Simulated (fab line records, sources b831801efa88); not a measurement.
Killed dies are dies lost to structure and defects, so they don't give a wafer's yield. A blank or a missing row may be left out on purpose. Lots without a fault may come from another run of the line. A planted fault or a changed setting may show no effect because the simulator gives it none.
fab line records | flow gf180mcu | part 2 of 2: steps 32 to 41 of 41
record lots=5 wafers=15 last_day=33
route steps=602 shown HV_LDD@188
lots that met no fault: from a run of the same line without faults
start_h: hours from the record's first day to the start of the lot's first wafer shown | wait_h: hours since the lot's step before | " the same as in the row above | L1.1+2: a row that stands for several wafers | - no value, or no start given | * or withheld: withheld | < > ~ a bound
route shown NAME@n: a module of which the file shows steps, and the number in the route of the first | usual: mean/standard deviation of fault-free wafers | same: alike in all rows | chamber/n: place in a boat | sites: the reading at each site | _std_site: their standard deviation | _edge_site: outer sites' mean less inner sites' | radius_mm: how far each site lies from the wafer's centre | mask NAME#n: copy n | behind: the tool/chamber that last shaped the wafer | hold: why the lot was held/for how many hours/how that ended | device: the transistor (n, p or np) that didn't switch | end of line: the same wafers' tests at the end of the route | a step without rows: its recipe alone | killed: dies lost to structure and defects at the first sort, not the wafer's yield | map: a wafer's dies, x killed, . not, _ none there
set.NAME: the setting as run; set.NAME@STEP: as run at that earlier step | model.NAME: the simulator's own value behind a step, which no gauge read
lots at some steps of the route; a table a step, a row a wafer
services: from which hour (start_h, from the record's first day; less than 0 if before it) a tool's chamber was out of use, for how many hours, and why
## steps
# step GF_HV_LDD_EXPOSE_43
# recipe mask_id=Pplus_HV_AREA target_cd_nm=400 na=0.6 source_shape=conventional sigma_outer=0.6 dose_mj=140
# usual reticle_temp_C=23.00/0.097
# columns lot.wafer tool chamber start_h wait_h mask reticle_temp_C
L081.1 iline_stepper-01 0 - - Pplus_HV_AREA#0 22.95
L081.4 " 0 " " Pplus_HV_AREA#0 23.05
L081.5 " 0 " " Pplus_HV_AREA#0 22.84
L088.1 iline_stepper-01 0 - - Pplus_HV_AREA#0 23.03
L088.5 " 0 " " Pplus_HV_AREA#0 23.11
L088.6 " 0 " " Pplus_HV_AREA#0 22.99
L086.4 iline_stepper-02 0 - - Pplus_HV_AREA#0 23.12
L086.5 " 0 " " Pplus_HV_AREA#0 22.92
L086.6 " 0 " " Pplus_HV_AREA#0 23.03
L089.2 iline_stepper-02 0 - - Pplus_HV_AREA#0 23.09
L089.3 " 0 " " Pplus_HV_AREA#0 23.02
L089.4 " 0 " " Pplus_HV_AREA#0 23.00
L093.2 iline_stepper-01 0 - - Pplus_HV_AREA#0 23.00
L093.3 " 0 " " Pplus_HV_AREA#0 22.83
L093.5 " 0 " " Pplus_HV_AREA#0 22.99
# step GF_HV_LDD_PEB_44
# recipe temp_c=withheld time_s=* resist=NOVOLAK
# columns lot.wafer tool chamber start_h wait_h
L081.1+4+5 litho_track-02 0 - -
L088.1+5+6 litho_track-02 0 - -
L086.4+5+6 litho_track-01 0 - -
L089.2+3+4 litho_track-03 0 - -
L093.2+3+5 litho_track-01 0 - -
# step GF_HV_LDD_DEVELOP_45
# recipe develop_time_s=60 dev_temp_c=23
# columns lot.wafer tool chamber start_h wait_h
L081.1+4+5 litho_track-02 0 325.53 0.1
L088.1+5+6 litho_track-02 0 382.93 0.1
L086.4+5+6 litho_track-01 0 386.41 0.1
L089.2+3+4 litho_track-03 0 393.65 0.1
L093.2+3+5 litho_track-01 0 423.36 0.1
# step GF_HV_LDD_CD_MEAS_46
# recipe target_cd_nm=400
# usual cd_nm=399.3/2.2
# columns lot.wafer tool chamber start_h wait_h cd_nm
L081.1 cd_sem-01 - 325.68 0.1 401.4
L081.4 " - " " 401.9
L081.5 " - " " 404.0
L088.1 cd_sem-01 - 383.08 0.1 400.7
L088.5 " - " " 400.2
L088.6 " - " " 398.1
L086.4 cd_sem-01 - 386.55 0.1 396.2
L086.5 " - " " 397.2
L086.6 " - " " 396.3
L089.2 cd_sem-02 - 393.80 0.1 397.6
L089.3 " - " " 396.6
L089.4 " - " " 396.5
L093.2 cd_sem-01 - 423.51 0.1 399.3
L093.3 " - " " 399.6
L093.5 " - " " 399.2
# step GF_HV_LDD_OVL_MEAS_47
# usual HV_LDD_03_OVL=0.5/1.3
# columns lot.wafer tool chamber start_h wait_h HV_LDD_03_OVL[nm]
L081.1 overlay-01 - 325.80 0.1 1.9
L081.4 " - " " 2.2
L081.5 " - " " 2.1
L088.1 overlay-01 - 383.20 0.1 0.8
L088.5 " - " " -0.4
L088.6 " - " " 2.1
L086.4 overlay-01 - 386.63 0.1 2.4
L086.5 " - " " 2.2
L086.6 " - " " 1.6
L089.2 overlay-02 - 393.90 0.1 0.0
L089.3 " - " " 0.9
L089.4 " - " " 1.7
L093.2 overlay-02 - 423.61 0.1 -1.1
L093.3 " - " " 0.4
L093.5 " - " " -1.2
# step GF_HV_LDD_IMPLANT_48
# recipe species=B energy_kev=25 dose_cm2=3e+13 tilt_deg=7
# usual beam_on_s=10.01/0.21
# columns lot.wafer tool chamber start_h wait_h beam_on_s
L081.1 implanter-04 0 325.84 0.0 10.20
L081.4 " 0 " " 10.15
L081.5 " 0 " " 9.94
L088.1 implanter-03 0 383.24 0.0 10.29
L088.5 " 0 " " 9.93
L088.6 " 0 " " 9.65
L086.4 implanter-03 0 386.72 0.1 10.14
L086.5 " 0 " " 10.04
L086.6 " 0 " " 10.51
L089.2 implanter-04 0 393.96 0.0 10.06
L089.3 " 0 " " 10.08
L089.4 " 0 " " 9.75
L093.2 implanter-02 0 423.67 0.0 10.11
L093.3 " 0 " " 10.11
L093.5 " 0 " " 9.81
# step GF_HV_LDD_STRIP_49
# recipe chemistry=O2/N2 power_w=1400 pressure_mtorr=1500 platen_temp_c=250 o2_flow_sccm=3000 n2_flow_sccm=300 overash_fraction=0.5
# usual drypump_motor_current_A=5.88/0.2 heater_power_w=361/35 oes_product_au=0.716/0.0045 strip_time_to_endpoint_s=12.62/0.037
# columns lot.wafer tool chamber start_h wait_h drypump_motor_current_A heater_power_w oes_product_au rf_hours_counter_h strip_time_to_endpoint_s
L081.1 plasma_asher-01 1 325.99 0.1 5.62 382 0.710 70 12.60
L081.4 " 0 " " 5.75 317 0.706 - 12.62
L081.5 " 0 " " 5.76 318 0.718 - 12.64
L088.1 plasma_asher-02 0 383.39 0.1 5.93 361 0.725 56 12.62
L088.5 " 0 " " 5.94 364 0.714 - 12.63
L088.6 " 1 " " 5.60 338 0.717 - 12.61
L086.4 plasma_asher-02 1 386.83 0.1 5.59 327 0.720 - 12.57
L086.5 " 1 " " 5.61 325 0.720 - 12.58
L086.6 " 0 " " 5.97 368 0.711 - 12.56
L089.2 plasma_asher-03 0 394.08 0.1 6.13 332 0.719 29 12.67
L089.3 " 1 " " 5.92 412 0.717 - 12.60
L089.4 " 0 " " 6.14 336 0.717 - 12.62
L093.2 plasma_asher-03 1 423.79 0.1 5.92 405 0.718 33 12.60
L093.3 " 1 " " 5.93 405 0.718 - 12.62
L093.5 " 0 " " 6.16 344 0.716 - 12.60
# step GF_HV_LDD_TW_MEAS_50
# usual HV_LDD_4_TW=574/11
# columns lot.wafer tool chamber start_h wait_h HV_LDD_4_TW
L081.1 film_metro-04 - 326.09 0.1 577
L081.4 " - " " 578
L081.5 " - " " 576
L088.1 film_metro-03 - 383.49 0.1 560
L088.5 " - " " 561
L088.6 " - " " 560
L086.4 film_metro-04 - 386.92 0.1 580
L086.5 " - " " 576
L086.6 " - " " 576
L089.2 film_metro-03 - 394.19 0.1 561
L089.3 " - " " 563
L089.4 " - " " 557
L093.2 film_metro-02 - 423.90 0.1 581
L093.3 " - " " 581
L093.5 " - " " 579
# step GF_HV_LDD_CLEAN_51
# recipe chemistry=SC1/SC2 mix=1:4:20 temp_c=70 time_s=150 dry=n2_spin
# columns lot.wafer tool chamber start_h wait_h
L081.1+4+5 wet_bench-02 3 326.15 0.1
L088.1+5+6 wet_bench-01 2 383.55 0.1
L086.4+5+6 wet_bench-03 3 386.95 0.0
L089.2+3+4 wet_bench-02 2 394.24 0.0
L093.2+3+5 wet_bench-02 0 423.95 0.0
# step GF_HV_LDD_RTA_52
# recipe temp_c=1000 time_s=10 ambient=N2
# usual anneal_temp_c_max=1004.8/2 chamber_o2_ppm=1.998/0.023 lamp_power_pct=36.2/1 wafer_temp_C_max=1005.4/1.1
# columns lot.wafer tool chamber start_h wait_h anneal_temp_c_max chamber_o2_ppm lamp_power_pct wafer_temp_C_max
L081.1 rtp_anneal-02 0 326.20 0.0 1005.7 1.953 35.2 1006.8
L081.4 " 0 " " 1007.7 1.979 35.1 1003.8
L081.5 " 0 " " 1005.8 1.981 35.1 1004.2
L088.1 rtp_anneal-01 0 383.60 0.0 1004.5 2.006 37.2 1006.7
L088.5 " 0 " " 1003.5 1.999 37.2 1005.1
L088.6 " 0 " " 1002.7 1.985 37.1 1006.7
L086.4 rtp_anneal-01 0 387.04 0.0 1003.4 1.997 37.1 1005.7
L086.5 " 0 " " 1001.7 1.992 37.2 1005.4
L086.6 " 0 " " 1002.9 1.966 37.1 1004.1
L089.2 rtp_anneal-01 0 394.35 0.0 1003.0 1.951 37.2 1004.0
L089.3 " 0 " " 1003.2 1.965 37.1 1007.9
L089.4 " 0 " " 1002.4 1.976 37.1 1006.6
L093.2 rtp_anneal-01 0 424.02 0.0 1003.3 1.964 37.2 1006.5
L093.3 " 0 " " 1002.7 2.019 37.1 1004.3
L093.5 " 0 " " 1003.0 1.937 37.2 1004.6
## services
# columns tool chamber start_h hours kind
plasma_asher-03 - 265.86 1.6 repair
implanter-02 - 267.27 3.6 pm
wet_bench-03 - 267.63 1.8 repair
iline_stepper-01 0 269.21 - calibration
implanter-02 - 289.22 4.6 repair
wet_bench-02 - 294.84 1.3 repair
implanter-04 - 303.47 2.3 repair
plasma_asher-02 - 317.05 4.5 repair
litho_track-01 - 331.08 - consumable_replace:filter
iline_stepper-02 - 336.71 1.7 pm
implanter-02 - 353.35 5.1 repair
implanter-03 - 372.33 5.3 pm
plasma_asher-03 - 384.83 2.1 repair
iline_stepper-02 0 387.44 - calibration
plasma_asher-02 - 394.25 13.7 repair
rtp_anneal-01 - 403.29 3.8 pm
implanter-04 - 409.91 5.9 pm
wet_bench-03 - 418.60 2.1 repair
iline_stepper-01 - 419.24 16.7 repair
plasma_asher-01 - 422.00 1.8 repair
